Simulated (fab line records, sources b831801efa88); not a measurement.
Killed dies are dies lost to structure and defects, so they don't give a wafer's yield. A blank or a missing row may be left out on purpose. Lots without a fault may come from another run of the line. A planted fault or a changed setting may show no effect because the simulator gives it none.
Which tool did it? | flow sky130 | 13 lots, 38 wafers sampled, at 3 steps of a route of 708

WHAT THE GAUGES READ, wafer by wafer
SKY_CONTACT_CD_MEAS_14: target cd 170 nm. Usual: cd_nm 170.1 nm, standard deviation 1.3.
lot  | measured     | on        | cd_nm (nm)        | flag
L801 | day 31 18:03 | cd_sem-02 | 167.8 168.1 168.6 |
L802 | day 32 04:50 | cd_sem-02 | 171.2 170.7 171.3 |
L803 | day 32 13:35 | cd_sem-01 | 172.0 171.2 171.2 |
L804 | day 33 00:00 | cd_sem-01 | 168.9 170.2 170.1 |
L806 | day 33 14:58 | cd_sem-01 | 172.9 169.8 170.2 |
L808 | day 33 22:46 | cd_sem-02 | 169.4 170.5 168.7 |
L809 | day 34 13:16 | cd_sem-01 | 167.4 166.2 166.6 |
L810 | day 34 21:38 | cd_sem-02 | 168.9 169.4 169.7 |
L811 | day 35 06:13 | cd_sem-02 | 170.9 168.4 168.7 |
L812 | day 36 01:58 | cd_sem-02 | 169.9 169.8       |
L814 | day 36 05:11 | cd_sem-01 | 170.5 171.1 170.5 |
L820 | day 38 03:15 | cd_sem-01 | 168.8 168.4 168.2 |
L821 | day 38 09:40 | cd_sem-01 | 169.0 169.7 170.5 |

WHICH TOOL RAN EACH LOT (tool, then ch and the chambers of the sampled wafers, then the start)
lot  | SKY_SD_N_STRIP_11                    | SKY_CONTACT_DEVELOP_13
L801 | plasma_asher-01 ch 0,1, day 28 01:06 | litho_track-03 ch 0, day 31 17:00
L802 | plasma_asher-03 ch 0,1, day 28 14:17 | litho_track-01 ch 0, day 32 04:00
L803 | plasma_asher-04 ch 0,1, day 28 22:15 | litho_track-01 ch 0, day 32 13:00
L804 | plasma_asher-04 ch 0,1, day 29 08:53 | litho_track-03 ch 0, day 32 23:00
L806 | plasma_asher-04 ch 0,1, day 30 01:17 | litho_track-03 ch 0, day 33 14:00
L808 | plasma_asher-04 ch 0,1, day 30 09:14 | litho_track-03 ch 0, day 33 22:00
L809 | plasma_asher-04 ch 0,1, day 31 00:17 | litho_track-02 ch 0, day 34 13:00
L810 | plasma_asher-04 ch 0,1, day 31 09:34 | litho_track-01 ch 0, day 34 21:00
L811 | plasma_asher-01 ch 0,1, day 31 17:32 | litho_track-03 ch 0, day 35 06:00
L812 | plasma_asher-03 ch 0, day 32 16:17   | litho_track-03 ch 0, day 36 01:00
L814 | plasma_asher-03 ch 0,1, day 32 17:26 | litho_track-03 ch 0, day 36 05:00
L820 | plasma_asher-03 ch 0,1, day 34 16:34 | litho_track-02 ch 0, day 38 03:00
L821 | plasma_asher-03 ch 0,1, day 35 00:18 | litho_track-02 ch 0, day 38 09:00
- SKY_SD_N_STRIP_11: strips in O2/N2.
- SKY_CONTACT_DEVELOP_13: develop time 60 s.

WHAT THE TOOLS THEMSELVES READ (means of the sampled wafers that have a number; where no wafer has one, the mark that the record gives instead)
SKY_SD_N_STRIP_11. Usual: drypump_motor_current_A 5.55 A, standard deviation 0.21; oes_product_au 0.528 a.u., standard deviation 0.0044; strip_time_to_endpoint_s 22.55 s, standard deviation 0.038.
lot  | tool            | drypump_motor_current_A (A) | oes_product_au (a.u.) | strip_time_to_endpoint_s (s) | flag
L801 | plasma_asher-01 | 5.39                        | 0.530                 | 22.59                        |
L802 | plasma_asher-03 | 5.78                        | 0.525                 | 22.54                        |
L803 | plasma_asher-04 | 5.60                        | 0.529                 | 22.49                        |
L804 | plasma_asher-04 | 5.59                        | 0.531                 | 22.54                        |
L806 | plasma_asher-04 | 5.51                        | 0.525                 | 22.55                        |
L808 | plasma_asher-04 | 5.47                        | 0.525                 | 22.59                        |
L809 | plasma_asher-04 | 5.58                        | 0.526                 | 22.50                        |
L810 | plasma_asher-04 | 5.50                        | 0.528                 | 22.56                        |
L811 | plasma_asher-01 | 5.38                        | 0.530                 | 22.51                        |
L812 | plasma_asher-03 | 5.44                        | 0.524                 | 22.57                        |
L814 | plasma_asher-03 | 5.78                        | 0.530                 | 22.54                        |
L820 | plasma_asher-03 | 5.78                        | 0.532                 | 22.56                        |
L821 | plasma_asher-03 | 5.78                        | 0.524                 | 22.54                        |

SKY_CONTACT_DEVELOP_13. Usual: developer_temp_C 20.97 C, standard deviation 0.11.
lot  | tool           | developer_temp_C (C) | flag
L801 | litho_track-03 | 21.01                |
L802 | litho_track-01 | 20.94                |
L803 | litho_track-01 | 20.86                |
L804 | litho_track-03 | 21.08                |
L806 | litho_track-03 | 20.96                |
L808 | litho_track-03 | 20.86                |
L809 | litho_track-02 | 20.73                |
L810 | litho_track-01 | 20.91                |
L811 | litho_track-03 | 21.02                |
L812 | litho_track-03 | 21.48                | OFF
L814 | litho_track-03 | 21.62                | OFF
L820 | litho_track-02 | 21.08                |
L821 | litho_track-02 | 20.98                |

THE ANSWER, worked out from the rows above alone
Rule: a lot is off if the mean of its wafers that have a number lies more than 3 standard deviations from the usual mean. A lot without any number at a reading at which 4 lots or more have one is off too. The other lots that the step has rows for count as sound. The gauges are gone through in route order, then the tools' own readings, and for those a lot's mean is taken as printed above. The first step at which some lot is off is used, and at that step the reading that is off furthest; a lot without a number counts as furthest.
Off: L812, L814, at SKY_CONTACT_DEVELOP_13 (developer_temp_C).
A tool fits if, at that step or a process step before it, it ran every lot that is off, and no sound lot after the first of them. One fits: litho_track-03 at SKY_CONTACT_DEVELOP_13. Its last sound lot is L811 (day 35 06:00), its first lot that is off L812 (day 36 01:00): a fault that began between those two fits.
The tool's own readings at SKY_CONTACT_DEVELOP_13 bear it out: on the lots that are off they differ by more than 5 times the standard deviation of the sound lots' means. developer_temp_C reads 21.55 C there against 20.95 C on the sound lots.

WHAT THE SIMULATOR HAD PUT IN
Process parameter drift: litho_track-03, from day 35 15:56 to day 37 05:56, at SKY_CONTACT_DEVELOP_13. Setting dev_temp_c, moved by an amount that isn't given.
Lots struck among those shown: L812, L814. The rule above found the same.
